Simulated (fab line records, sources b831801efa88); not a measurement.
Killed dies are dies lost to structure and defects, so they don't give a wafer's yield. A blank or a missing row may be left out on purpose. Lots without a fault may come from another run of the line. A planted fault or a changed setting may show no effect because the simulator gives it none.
fab line records | flow sky130
record lots=14 wafers=42 last_day=50
route steps=708 shown DNWELL@43 POLY_CUT@317 SD_N@350 LOCAL_INTERCONNECT@387 PAD_OPEN@708
lots that met no fault: from a run of the same line without faults
start_h: hours from the record's first day to the start of the lot's first wafer shown | wait_h: hours since the lot's step before | " the same as in the row above | L1.1+2: a row that stands for several wafers | - no value, or no start given | * or withheld: withheld | < > ~ a bound
route shown NAME@n: a module of which the file shows steps, and the number in the route of the first | usual: mean/standard deviation of fault-free wafers | same: alike in all rows | chamber/n: place in a boat | sites: the reading at each site | _std_site: their standard deviation | _edge_site: outer sites' mean less inner sites' | radius_mm: how far each site lies from the wafer's centre | mask NAME#n: copy n | behind: the tool/chamber that last shaped the wafer | hold: why the lot was held/for how many hours/how that ended | device: the transistor (n, p or np) that didn't switch | end of line: the same wafers' tests at the end of the route | a step without rows: its recipe alone | killed: dies lost to structure and defects at the first sort, not the wafer's yield | map: a wafer's dies, x killed, . not, _ none there
set.NAME: the setting as run; set.NAME@STEP: as run at that earlier step | model.NAME: the simulator's own value behind a step, which no gauge read
steps of the route over a sample of lots; a table a step, a row a wafer
services: from which hour (start_h, from the record's first day; less than 0 if before it) a tool's chamber was out of use, for how many hours, and why
## steps
# step SKY_DNWELL_STRIP_08
# recipe chemistry=O2/N2 power_w=1400 pressure_mtorr=1500 platen_temp_c=withheld o2_flow_sccm=3000 n2_flow_sccm=300 overash_fraction=0.5
# usual drypump_motor_current_A=5.6/0.5 oes_product_au=0.723/0.0044 strip_time_to_endpoint_s=36.89/0.081
# columns lot.wafer tool chamber start_h wait_h drypump_motor_current_A oes_product_au rf_hours_counter_h strip_time_to_endpoint_s
L706.1 plasma_asher-03 0 55.22 0.1 6.1 0.726 38 36.69
L706.3 " 0 " " 6.0 0.722 - 36.74
L706.6 " 0 " " 6.0 0.723 - 36.75
L707.1 plasma_asher-03 0 56.47 0.1 6.1 0.721 38 36.92
L707.4 " 0 " " 6.0 0.732 - 36.91
L707.6 " 0 " " 6.0 0.721 - 36.92
L709.1 plasma_asher-02 1 69.77 0.1 5.5 0.724 37 36.90
L709.2 " 0 " " 4.9 0.730 37 37.02
L709.5 " 0 " " 4.9 0.719 - 37.00
L710.2 plasma_asher-01 1 70.52 0.1 6.1 0.728 25 36.86
L710.5 " 0 " " 4.9 0.726 - 36.91
L710.6 " 1 " " 6.1 0.727 - 36.88
L714.2 plasma_asher-02 0 94.72 0.1 5.0 0.720 39 36.85
L714.5 " 0 " " 5.0 0.722 - 36.81
L714.6 " 1 " " 5.5 0.718 - 36.92
L715.1 plasma_asher-01 1 100.65 0.1 6.1 0.720 28 36.84
L715.2 " 0 " " 4.9 0.721 28 36.96
L715.5 " 0 " " 4.9 0.724 - 37.01
L720.3 plasma_asher-03 0 129.50 0.1 6.0 0.723 - 36.97
L720.5 " 0 " " 6.0 0.718 - 36.78
L720.6 " 1 " " 5.9 0.721 - 36.80
L721.1 plasma_asher-01 0 137.62 0.1 4.9 0.720 32 36.92
L721.2 " 1 " " 6.1 0.720 32 36.80
L721.6 " 0 " " 4.9 0.730 - 36.94
L722.2 plasma_asher-02 0 141.52 0.1 4.9 0.728 44 36.87
L722.3 " 0 " " 5.0 0.727 - 36.80
L722.6 " 1 " " 5.5 0.723 - 36.94
L723.1 plasma_asher-02 0 145.42 0.1 4.9 0.714 44 36.86
L723.2 " 1 " " 5.5 0.726 44 36.93
L723.6 " 1 " " 5.6 0.725 - 36.93
L724.2 plasma_asher-03 0 150.55 0.1 6.1 0.716 47 37.01
L724.4 " 1 " " 5.9 0.725 - 36.93
L724.5 " 0 " " 6.1 0.718 - 36.89
L725.1 plasma_asher-03 1 152.67 0.1 5.9 0.722 47 36.84
L725.3 " 1 " " 5.9 0.724 - 36.79
L725.4 " 0 " " 6.0 0.720 - 36.78
L727.1 plasma_asher-03 1 163.97 0.1 5.9 0.726 49 37.00
L727.4 " 1 " " 5.9 0.714 - 36.98
L727.6 " 0 " " 6.0 0.723 - 37.10
L729.2 plasma_asher-02 0 176.40 0.1 5.0 0.719 47 36.93
L729.3 " 0 " " 4.9 0.725 - 36.91
L729.4 " 1 " " 5.6 0.718 - 36.90
# step SKY_POLY_CUT_ETCH_10
# recipe chemistry=N2/H2 target=BARC ion_energy_ev=200 source_w=500 bias_w=100 pressure_mtorr=30 n2_flow_sccm=100 h2_flow_sccm=200 stop_on=SiO2 time_s=45.9 target_depth_a=600
# usual drypump_motor_current_A=5.6/0.4 oes_product_au=0.855/0.0052 throttle_valve_pct=13.224/0.0099
# columns lot.wafer tool chamber start_h wait_h drypump_motor_current_A oes_product_au rf_hours_counter_h throttle_valve_pct
L706.1 rie_diel-04 3 562.91 0.0 5.3 0.858 13 13.230
L706.3 " 0 " " 6.0 0.852 26 13.221
L706.6 " 0 " " 6.0 0.855 - 13.221
L707.1 rie_diel-04 3 567.76 0.0 5.3 0.859 13 13.217
L707.4 " 0 " " 6.0 0.850 - 13.243
L707.6 " 3 " " 5.3 0.842 - 13.230
L710.2 rie_diel-03 2 586.81 0.0 5.7 0.861 54 13.211
L710.5 " 0 " " 5.7 0.858 - 13.208
L710.6 " 1 " " 6.1 0.851 - 13.207
L709.1 rie_diel-04 1 587.10 0.0 5.1 0.857 0 13.225
L709.2 " 2 " " 5.7 0.847 3 13.217
L709.5 " 0 " " 6.0 0.859 - 13.223
L714.2 rie_diel-02 2 629.96 0.0 5.7 0.859 4 13.216
L714.5 " 3 " " 5.4 0.849 - 13.236
L714.6 " 2 " " 5.7 0.857 - 13.220
L715.1 rie_diel-03 1 640.16 0.0 6.1 0.845 9 13.212
L715.2 " 3 " " 5.3 0.852 0 13.212
L715.5 " 2 " " 5.7 0.855 - 13.223
L720.3 rie_diel-02 2 679.75 0.0 5.8 0.857 5 13.233
L720.5 " 2 " " 5.7 0.852 - 13.213
L720.6 " 3 " " 5.4 0.857 - 13.231
L721.1 rie_diel-04 0 690.36 0.0 6.0 0.854 28 13.226
L721.2 " 2 " " 5.8 0.853 5 13.224
L721.6 " 3 " " 5.3 0.860 - 13.217
L722.2 rie_diel-04 3 699.06 0.0 5.3 0.859 16 13.220
L722.3 " 1 " " 5.1 0.852 3 13.221
L722.6 " 3 " " 5.3 0.849 - 13.229
L723.1 rie_diel-02 0 714.83 0.0 6.4 0.856 4 13.217
L723.2 " 1 " " 5.0 0.857 12 13.246
L723.6 " 2 " " 5.7 0.863 - 13.226
L724.2 rie_diel-04 0 715.10 0.0 6.0 0.853 29 13.231
L724.4 " 1 " " 5.2 0.856 3 13.227
L724.5 " 2 " " 5.8 0.862 - 13.218
L725.1 rie_diel-02 1 716.13 0.0 5.0 0.854 12 13.218
L725.3 " 0 " " 6.4 0.856 4 13.225
L725.4 " 0 " " 6.4 0.852 - 13.205
L727.1 rie_diel-02 1 733.28 0.0 5.0 0.847 13 13.233
L727.4 " 0 " " 6.4 0.857 - 13.209
L727.6 " 1 " " 5.0 0.866 - 13.230
L729.2 rie_diel-04 1 749.45 0.0 5.1 0.856 4 13.231
L729.3 " 3 " " 5.3 0.846 17 13.216
L729.4 " 0 " " 6.0 0.849 30 13.212
# step SKY_SD_N_OVL_MEAS_08
# usual SD_N_OVL=-0.5/1.2
# columns lot.wafer tool chamber start_h wait_h SD_N_OVL[nm]
L706.1 overlay-01 - 650.67 0.1 0.0
L706.3 " - " " -0.7
L706.6 " - " " 0.2
L707.1 overlay-02 - 655.29 0.1 0.7
L707.4 " - " " 0.8
L707.6 " - " " 0.2
L710.2 overlay-02 - 675.67 0.1 -2.6
L710.5 " - " " -2.6
L710.6 " - " " -0.6
L709.1 overlay-01 - 676.27 0.1 -0.8
L709.2 " - " " -2.5
L709.5 " - " " -0.2
L714.2 overlay-01 - 717.02 0.1 -0.4
L714.5 " - " " 0.8
L714.6 " - " " -1.8
L715.1 overlay-02 - 724.94 0.1 -1.0
L715.2 " - " " 1.2
L715.5 " - " " 0.5
L720.3 overlay-01 - 763.60 0.1 0.4
L720.5 " - " " -0.7
L720.6 " - " " -1.1
L721.1 overlay-01 - 774.02 0.1 1.2
L721.2 " - " " 0.4
L721.6 " - " " -1.6
L722.2 overlay-02 - 781.39 0.1 -0.2
L722.3 " - " " -0.8
L722.6 " - " " -0.3
L723.1 overlay-01 - 796.14 0.1 0.3
L723.2 " - " " 0.0
L723.6 " - " " 1.0
L724.2 overlay-02 - 797.24 0.1 2.0
L724.4 " - " " -0.4
L724.5 " - " " 2.9
L725.1 overlay-01 - 797.36 0.1 -1.3
L725.3 " - " " -2.4
L725.4 " - " " -0.9
L727.1 overlay-02 - 813.77 0.1 -2.2
L727.4 " - " " -2.6
L727.6 " - " " -1.0
L729.2 overlay-02 - 830.07 0.1 -2.2
L729.3 " - " " -2.0
L729.4 " - " " -2.6
# step SKY_LOCAL_INTERCONNECT_SPUTTER_00
# recipe material=TiN target_thk_nm=100 temp_c=300 power_w=6500 time_s=83.3 chamber_pressure_pa=0.4
# usual substrate_temp_c=300.00/0.19 throttle_valve_pct=30.2/0.98
# columns lot.wafer tool chamber start_h wait_h substrate_temp_c throttle_valve_pct
L706.1 pvd_sputter-01 - 682.17 0.2 300.07 29.4
L706.3 " - " " 300.03 30.9
L706.6 " - " " 299.95 29.3
L707.1 pvd_sputter-04 - 687.22 0.1 299.89 28.9
L707.4 " - " " 299.93 29.6
L707.6 " - " " 299.81 29.6
L710.2 pvd_sputter-02 - 707.13 0.2 300.01 30.8
L710.5 " - " " 300.13 29.3
L710.6 " - " " 299.70 29.4
L709.1 pvd_sputter-02 - 708.62 0.2 300.33 29.7
L709.2 " - " " 300.20 29.3
L709.5 " - " " 300.32 29.5
L714.2 pvd_sputter-01 - 747.43 0.2 300.06 30.6
L714.5 " - " " 299.81 30.4
L714.6 " - " " 300.07 30.6
L715.1 pvd_sputter-01 - 755.17 0.1 300.28 29.2
L715.2 " - " " 300.22 30.8
L715.5 " - " " 300.04 30.3
L720.3 pvd_sputter-04 - 794.22 0.2 299.97 29.4
L720.5 " - " " 300.05 28.9
L720.6 " - " " 300.15 28.7
L721.1 pvd_sputter-02 - 803.83 0.1 299.76 29.3
L721.2 " - " " 299.90 29.5
L721.6 " - " " 299.87 29.5
L722.2 pvd_sputter-02 - 810.29 0.2 300.18 32.1
L722.3 " - " " 300.03 29.3
L722.6 " - " " 300.02 31.9
L723.1 pvd_sputter-02 - 825.07 0.2 300.09 29.4
L723.2 " - " " 300.12 29.6
L723.6 " - " " 300.15 30.6
L724.2 pvd_sputter-02 - 826.02 0.1 300.32 32.1
L724.4 " - " " 300.11 29.2
L724.5 " - " " 299.91 29.2
L725.1 pvd_sputter-04 - 826.67 0.1 300.13 28.7
L725.3 " - " " 300.09 28.9
L725.4 " - " " 299.80 31.1
L727.1 pvd_sputter-02 - 841.99 0.2 299.72 32.1
L727.4 " - " " 300.10 29.7
L727.6 " - " " 300.02 29.5
L729.2 pvd_sputter-01 - 859.22 0.1 300.10 30.4
L729.3 " - " " 300.24 30.4
L729.4 " - " " 300.07 29.3
# step SKY_PAD_OPEN_PROBE_99
# usual killed_at_M0_to_M3=44/6.2 killed_at_M4_up=3.3/1.7 killed_at_contacts=24/4.9 killed_at_front_end=16/5 killed_at_other=0.3/0.48 killed_dies=88/9 killed_open=48/7 killed_short=39/6.1
# same gross_dies=492 killed_at_back_side=0
# columns lot.wafer tool chamber start_h wait_h killed_at_M0_to_M3 killed_at_M4_up killed_at_contacts killed_at_front_end killed_at_other killed_dies killed_open killed_short
L714.2 prober-01 - 1130.02 0.1 48 2 61 17 0 128 45 40
L714.5 prober-01 - 1130.17 0.2 40 5 66 13 0 124 43 38
L714.6 prober-01 - 1130.22 0.2 44 1 63 11 0 119 36 33
L715.1 prober-02 - 1133.26 0.1 43 2 49 13 0 107 48 30
L715.2 prober-02 - 1133.31 0.1 41 5 69 17 0 132 41 42
L715.5 prober-02 - 1133.46 0.2 36 2 67 18 1 124 44 31
# killed by level:class
L714.2 LOCAL_INTERCONNECT:unspecified=42 VIA1:geometric_particle:open=8 POLY_GATE:geometric_particle:open=7 CONTACT:geometric_particle:open=7 LI_CONTACT:geometric_particle:open=6 VIA1:geometric_particle:short=6 VIA3:geometric_particle:short=6 METAL1:geometric_particle:short=5
L714.5 LOCAL_INTERCONNECT:unspecified=43 CONTACT:geometric_particle:open=10 VIA1:geometric_particle:open=8 VIA2:geometric_particle:open=6 METAL1:geometric_particle:short=6 LI_CONTACT:geometric_particle:open=5 FIELD_ISO:geometric_particle:open=4 POLY_GATE:geometric_particle:short=4
L714.6 LOCAL_INTERCONNECT:unspecified=50 VIA1:geometric_particle:short=8 VIA1:geometric_particle:open=6 VIA3:geometric_particle:open=6 LI_CONTACT:geometric_particle:open=5 METAL2:geometric_particle:short=5 VIA2:geometric_particle:open=5 FIELD_ISO:geometric_particle:open=4
L715.1 LOCAL_INTERCONNECT:unspecified=29 VIA1:geometric_particle:open=10 CONTACT:geometric_particle:open=10 VIA2:geometric_particle:open=8 VIA3:geometric_particle:open=7 LI_CONTACT:geometric_particle:open=6 VIA2:geometric_particle:short=5 FIELD_ISO:geometric_particle:short=3
L715.2 LOCAL_INTERCONNECT:unspecified=47 CONTACT:geometric_particle:open=9 VIA2:geometric_particle:open=9 VIA1:geometric_particle:open=7 CONTACT:geometric_particle:short=5 FIELD_ISO:geometric_particle:short=4 VIA3:geometric_particle:short=4 LOCAL_INTERCONNECT:geometric_particle:short=4
L715.5 LOCAL_INTERCONNECT:unspecified=47 VIA1:geometric_particle:open=13 FIELD_ISO:geometric_particle:open=6 LI_CONTACT:geometric_particle:open=6 METAL1:geometric_particle:short=5 CONTACT:geometric_particle:open=5 VIA2:geometric_particle:open=5 FIELD_ISO:geometric_particle:short=4
## services
# columns tool chamber start_h hours kind
pvd_sputter-02 - 68.38 2.7 repair
rie_diel-04 0 77.95 24.5 repair
rie_diel-04 2 105.83 7.4 repair
pvd_sputter-02 - 117.89 4.3 repair
rie_diel-04 - 125.68 14.6 pm
rie_diel-04 - 149.45 0.4 repair
pvd_sputter-02 - 187.75 2.8 repair
plasma_asher-03 - 338.23 4.0 repair
rie_diel-04 2 348.23 7.4 repair
rie_diel-04 1 357.35 8.5 repair
plasma_asher-03 - 386.30 14.6 pm
pvd_sputter-02 - 418.31 8.0 repair
rie_diel-04 1 436.78 2.5 repair
plasma_asher-03 - 471.61 2.8 pm
pvd_sputter-02 - 547.60 6.6 repair
rie_diel-04 - 590.02 2.8 pm
rie_diel-04 3 654.04 3.5 repair
rie_diel-04 0 667.26 10.1 repair
rie_diel-04 1 672.12 9.2 repair
rie_diel-04 1 768.69 6.8 repair
rie_diel-04 2 777.00 13.1 repair
pvd_sputter-02 - 794.24 9.0 repair
rie_diel-04 1 832.15 3.6 repair
rie_diel-04 3 832.53 5.7 repair
## key
first_sign step=SKY_PAD_OPEN_PROBE_99 reading=killed_at_contacts direction=up sigmas=7.8 usual=24 struck=62
effect step=SKY_PAD_OPEN_PROBE_99 reading=killed_dies direction=up sigmas=3.8 usual=88 struck=122
met_at SKY_LOCAL_INTERCONNECT_SPUTTER_00
struck_lots L714,L715
tester_left_out L714,L715
not_acting_at SKY_DNWELL_STRIP_08,SKY_POLY_CUT_ETCH_10,SKY_SD_N_OVL_MEAS_08
onset_between 682.17 747.43
fault kind=chamber_particle_source tool=pvd_sputter-01 chamber=- onset_h=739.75 steps=SKY_LOCAL_INTERCONNECT_SPUTTER_00 rate_per_visit_cm2=0.53554 end_h=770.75
# tester_left_out: of these lots the tester's yield and bins aren't shown, on N5 and GAA mostly nor the transistor test; their killed dies are dies lost to structure and defects alone, not to doping, threshold or leakage, so they don't give the yield
